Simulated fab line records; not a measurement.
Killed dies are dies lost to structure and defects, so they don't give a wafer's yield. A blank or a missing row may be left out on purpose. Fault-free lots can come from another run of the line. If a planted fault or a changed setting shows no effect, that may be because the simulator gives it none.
Code-filled problem report in 8D (eight disciplines) form	flow sky130	the parts of the form that need people (team, actions taken, sign-off) are left out

## 1. WHAT IS WRONG
At SKY_VIA3_ETCH_14, oes product au averages 0.930 a.u. over 6 wafers from 2 lots, while fault-free wafers read 0.855 a.u., standard deviation 0.0039. That is +19 standard deviations from the usual mean.
The step: etches BARC in N2/H2, stops on SiO2, time 45.9 s, target depth 60 nm.
Seen first at day 43 10:28 on rie diel-01, wafer L184.2. At this step, 42 wafers from 14 lots have a number in the record. By rule, "out" or "out of limits" means more than 4 standard deviations away from the usual mean. The rest of the wafers with a number are treated as sound.

## 2. WHAT THIS IS AND IS NOT
question	is	is not
which readings at this step	oes product au, run length s	drypump motor current A
which lots	L184, L185	L171, L172, L173, L174, L175, L176, L178, L179, L180, L182, L183, L186
which wafers of those lots	all that have a number	-
read on which tools	rie diel-01	rie diel-03, rie diel-04
when	from day 43 10:28	up to then (33 sound wafers); but 3 sound wafers of L186 came after

## 3. WHAT RULES OUT EACH SUSPECT
Counting: any tool at a process step up to the reading is kept as a suspect provided that every lot that is out went through it and no sound lot did after the first of them.
- rie diel-01 at SKY_VIA3_ETCH_14 (etches BARC in N2/H2, stops on SiO2, time 45.9 s, target depth 60 nm): kept. It processed each lot that is out, first L184 at day 43 10:28, and no sound lot thereafter; up to then, the last sound lot it processed was L183 at day 43 06:16. Out on those wafers are its own readings of oes product au, run length s.
After counting, what remains is rie diel-01 at SKY_VIA3_ETCH_14.

## 4. THE CAUSE (what the simulator had put in)
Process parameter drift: rie diel-01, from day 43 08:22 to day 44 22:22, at SKY_VIA3_ETCH_14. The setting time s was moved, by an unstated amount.
Only this tool survived the counting.

## 5. THE EFFECT CHAIN, in route order
Rows list readings where the struck wafers' mean (over those with a number) sits beyond 3 standard deviations from the usual. Readings are gone through only where the record gives a usual standard deviation; hours: the median, over the lots, of the time from a lot's start at the first step in this table giving one to that lot's start at this step; sigmas: the change measured in usual standard deviations.
hours	step	reading	usual	on struck wafers	change	sigmas
0	SKY_VIA3_ETCH_14	oes product au	0.855 a.u.	0.930	+0.075	+19
0	SKY_VIA3_ETCH_14	run length s	74.1 s	69.9	-4.2	-9.8
Its process steps:
- SKY_VIA3_ETCH_14: etches BARC in N2/H2, stops on SiO2, time 45.9 s, target depth 60 nm.

## 6. WHAT WOULD HAVE CAUGHT IT SOONER
First out-of-limits reading in this record: day 43 10:28, which is 2 hours after fault onset at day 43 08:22.
